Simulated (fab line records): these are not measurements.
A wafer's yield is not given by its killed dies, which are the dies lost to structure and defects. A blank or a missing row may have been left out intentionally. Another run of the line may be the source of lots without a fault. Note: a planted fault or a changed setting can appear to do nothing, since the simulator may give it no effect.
The tool behind it: which one? + flow sky130 + 12 lots, 36 wafers sampled, at 4 steps of a route of 708

WHAT THE GAUGES READ, wafer by wafer
SKY_VT_ADJUST_NCORE_TW_MEAS_11.
| lot  | measured     | on           | VT_ADJUST_NCORE_TW |
|------|--------------|--------------|--------------------|
| L400 | day 8 09:19  | filmMetro-01 | 221.3 220.3 222.0  |
| L401 | day 8 20:31  | filmMetro-03 | 214.0 212.7 213.4  |
| L402 | day 9 06:28  | filmMetro-04 | 216.0 215.3 216.7  |
| L403 | day 9 07:50  | filmMetro-01 | 219.1 219.9 218.0  |
| L405 | day 9 22:01  | filmMetro-03 | 215.0 213.5 214.4  |
| L406 | day 10 07:16 | filmMetro-01 | 218.6 219.4 218.7  |
| L407 | day 10 17:40 | filmMetro-01 | 218.5 218.4 218.6  |
| L408 | day 10 19:02 | filmMetro-04 | 219.4 217.5 218.3  |
| L418 | day 14 11:05 | filmMetro-01 | 220.4 220.8 220.9  |
| L419 | day 14 12:43 | filmMetro-03 | 214.6 215.2 214.9  |
| L420 | day 14 22:47 | filmMetro-01 | 219.7 218.6 220.7  |
| L423 | day 15 07:22 | filmMetro-04 | 217.6 217.3 217.6  |

SKY_LI_CONTACT_CD_MEAS_12 targets a cd of 170 nm.
| lot  | measured     | on       | cdNm (nm)                           |
|------|--------------|----------|-------------------------------------|
| L400 | day 28 17:44 | cdSem-02 | 169.0 170.6 170.3                   |
| L401 | day 29 07:31 | cdSem-02 | 169.5 169.8 170.4                   |
| L402 | day 31 01:53 | cdSem-02 | 168.8 168.4 167.6                   |
| L403 | day 31 01:02 | cdSem-02 | 170.8 169.4 172.1                   |
| L405 | day 31 02:14 | cdSem-01 | 172.0 171.0 171.7                   |
| L406 | day 31 07:44 | cdSem-01 | 170.7 170.5 171.9                   |
| L407 | day 31 13:14 | cdSem-01 | 171.7 171.2 172.3                   |
| L408 | day 31 14:47 | cdSem-01 | 171.3 171.6 144.4 171.8 171.8 144.6 |
| L418 | day 35 08:37 | cdSem-01 | 171.0 171.1 170.5                   |
| L419 | day 35 14:23 | cdSem-01 | 171.3 171.5 170.1                   |
| L420 | day 35 23:47 | cdSem-02 | 170.5 171.2 170.9                   |
| L423 | day 36 10:05 | cdSem-02 | 167.7 168.5 168.8                   |

TOOL THAT RAN EACH LOT (tool first, then ch and the chambers of the sampled wafers, then the start)
| lot  | SKY_RES_PROTECT_STRIP_07            | SKY_LI_CONTACT_EXPOSE_09         |
|------|-------------------------------------|----------------------------------|
| L400 | plasmaAsher-02 ch 0,1, day 14 19:04 | krfScanner-02 ch 0, day 28 04:33 |
| L401 | plasmaAsher-04 ch 0,1, day 15 11:05 | krfScanner-01 ch 0, day 28 17:53 |
| L402 | plasmaAsher-04 ch 0,1, day 15 22:19 | krfScanner-02 ch 0, day 30 12:03 |
| L403 | plasmaAsher-03 ch 0,1, day 15 23:14 | krfScanner-01 ch 0, day 30 11:05 |
| L405 | plasmaAsher-04 ch 0,1, day 16 12:46 | krfScanner-01 ch 0, day 30 12:38 |
| L406 | plasmaAsher-04 ch 0,1, day 17 07:29 | krfScanner-01 ch 0, day 30 17:41 |
| L407 | plasmaAsher-03 ch 0,1, day 17 18:07 | krfScanner-01 ch 0, day 30 23:29 |
| L408 | plasmaAsher-02 ch 0,1, day 17 21:07 | krfScanner-01 ch 0, day 31 01:50 |
| L418 | plasmaAsher-04 ch 0,1, day 22 05:02 | krfScanner-01 ch 0, day 34 19:52 |
| L419 | plasmaAsher-02 ch 0,1, day 22 05:58 | krfScanner-01 ch 0, day 35 01:49 |
| L420 | plasmaAsher-04 ch 0,1, day 22 21:35 | krfScanner-01 ch 0, day 35 11:02 |
| L423 | plasmaAsher-03 ch 1, day 23 07:55   | krfScanner-01 ch 0, day 35 21:18 |
- SKY_RES_PROTECT_STRIP_07: strips in O2/N2.
- SKY_LI_CONTACT_EXPOSE_09: exposes mask LICM1, target cd 170 nm.

AS READ BY THE TOOLS THEMSELVES (means over the sampled wafers that have a number; for cases with no such wafer, the mark the record gives instead)
SKY_RES_PROTECT_STRIP_07.
| lot  | tool           | drypumpMotorCurrentA (A) | oesProductAu (a.u.) | stripTimeToEndpointS (s) |
|------|----------------|--------------------------|---------------------|--------------------------|
| L400 | plasmaAsher-02 | 5.5                      | 0.522               | 23.30                    |
| L401 | plasmaAsher-04 | 5.5                      | 0.514               | 23.30                    |
| L402 | plasmaAsher-04 | 5.5                      | 0.518               | 23.40                    |
| L403 | plasmaAsher-03 | 5.6                      | 0.522               | 23.29                    |
| L405 | plasmaAsher-04 | 5.8                      | 0.514               | 23.26                    |
| L406 | plasmaAsher-04 | 5.9                      | 0.520               | 23.26                    |
| L407 | plasmaAsher-03 | 5.6                      | 0.516               | 23.37                    |
| L408 | plasmaAsher-02 | 5.4                      | 0.522               | 23.31                    |
| L418 | plasmaAsher-04 | 5.8                      | 0.515               | 23.27                    |
| L419 | plasmaAsher-02 | 5.4                      | 0.517               | 23.36                    |
| L420 | plasmaAsher-04 | 5.8                      | 0.515               | 23.26                    |
| L423 | plasmaAsher-03 | 6.5                      | 0.521               | 23.33                    |

SKY_LI_CONTACT_EXPOSE_09.
| lot  | tool          | focusOffsetNm (nm) |
|------|---------------|--------------------|
| L400 | krfScanner-02 | -0.3               |
| L401 | krfScanner-01 | 0.4                |
| L402 | krfScanner-02 | -0.2               |
| L403 | krfScanner-01 | 0.2                |
| L405 | krfScanner-01 | -0.1               |
| L406 | krfScanner-01 | 0.2                |
| L407 | krfScanner-01 | -0.6               |
| L408 | krfScanner-01 | -0.2               |
| L418 | krfScanner-01 | 0.1                |
| L419 | krfScanner-01 | -0.1               |
| L420 | krfScanner-01 | -0.4               |
| L423 | krfScanner-01 | 0.9                |

THE ANSWER, worked out from the rows above alone
Rule: the lots themselves supply what counts as usual. The widest of any qualifying gaps counts: lots, ordered by their means at a reading, are off when they make up no more than a third of the lots, leave a main group of 4 or more, and stand apart from it by 3 or more times the standard deviation of that group's means. If all means in a main group match to the digits the tables above print for the reading, that group is not used. A lot without any number at a reading at which 4 lots or more have one is off too. Where the step has rows for the other lots, those lots are counted as sound. Order of review: gauges by route order, followed by the tools' own readings, for which a lot's mean as printed above is used. The first step at which some lot is off is used, and at that step the reading that is off furthest; a lot without a number counts as furthest.
Off at SKY_LI_CONTACT_CD_MEAS_12 (cdNm): L408. The main group: mean 170.4 nm, standard deviation 1.1.
If a tool, at a process step before that reading, ran all the lots that are off and no sound lot after the first of them, it fits. Those tools and the gauges at SKY_LI_CONTACT_CD_MEAS_12 are tried in the same way. None of those tried fits.

WHAT THE SIMULATOR HAD PUT IN
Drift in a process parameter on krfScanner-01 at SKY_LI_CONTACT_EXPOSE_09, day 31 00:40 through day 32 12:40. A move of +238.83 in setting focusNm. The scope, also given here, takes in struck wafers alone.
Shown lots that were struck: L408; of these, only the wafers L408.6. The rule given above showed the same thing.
